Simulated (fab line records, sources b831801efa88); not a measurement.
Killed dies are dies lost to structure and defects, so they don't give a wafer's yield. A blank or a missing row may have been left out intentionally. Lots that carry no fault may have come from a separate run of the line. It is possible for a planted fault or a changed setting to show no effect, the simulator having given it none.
Matching of chambers ; flow gf180mcu ; hdpcvd-01 running GF_V1_CVD_00: 3 sister chambers
The step deposits SiO2, target thk 600 nm, time 100 s. 14 wafers are shown with their chamber, then 7 later ones without.

## EACH WAFER AND ITS CHAMBER
wafer;chamber;pressure mtorr (mTorr)
L442.2;1;5.981
L442.3;0;5.999
L442.6;0;6.001
L444.1;2;5.994
L444.2;0;6.003
L444.5;1;6.005
L452.1;0;5.995
L452.4;1;5.991
L452.5;0;5.995
L457.1;1;6.017
L457.2;2;6.007
L457.3;0;6.013
L458.1;0;6.000
L458.3;1;5.994

SIGNATURES, as means of the wafers listed above
reading;chamber 0;chamber 1;chamber 2;scatter within a chamber
pressure mtorr;6.00086;5.99760;6.00050;0.00987
Rule: a wafer's distance from a chamber is the root of the sum, over the readings, of the square of ((its reading less the chamber's mean) divided by the reading's scatter). If the next closest chamber is less than 2 further off than the closest, the wafer can't be placed; otherwise it belongs to the closest. The scatter: take each reading less its chamber's mean, square it, sum over the shown wafers, divide by the number of wafers less the number of chambers, and take the root.

## WAFERS WITH NO CHAMBER GIVEN
wafer;pressure mtorr (mTorr)
L458.5;5.986
L459.1;6.022
L459.3;6.012
L459.5;5.991
L460.2;6.004
L460.4;5.987
L460.5;6.012

## EACH ONE'S CHAMBER
wafer;from the rows above;in truth
L458.5;can't be placed: 1 or 2 or 0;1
L459.1;can't be placed: 0 or 2 or 1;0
L459.3;can't be placed: 0 or 2 or 1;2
L459.5;can't be placed: 1 or 2 or 0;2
L460.2;can't be placed: 0 or 2 or 1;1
L460.4;can't be placed: 1 or 2 or 0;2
L460.5;can't be placed: 0 or 2 or 1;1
0 of 7 placed correctly. Cannot be placed on the basis of these rows: 7; the candidates contain the true chamber in 7. Placed wrongly: 0.
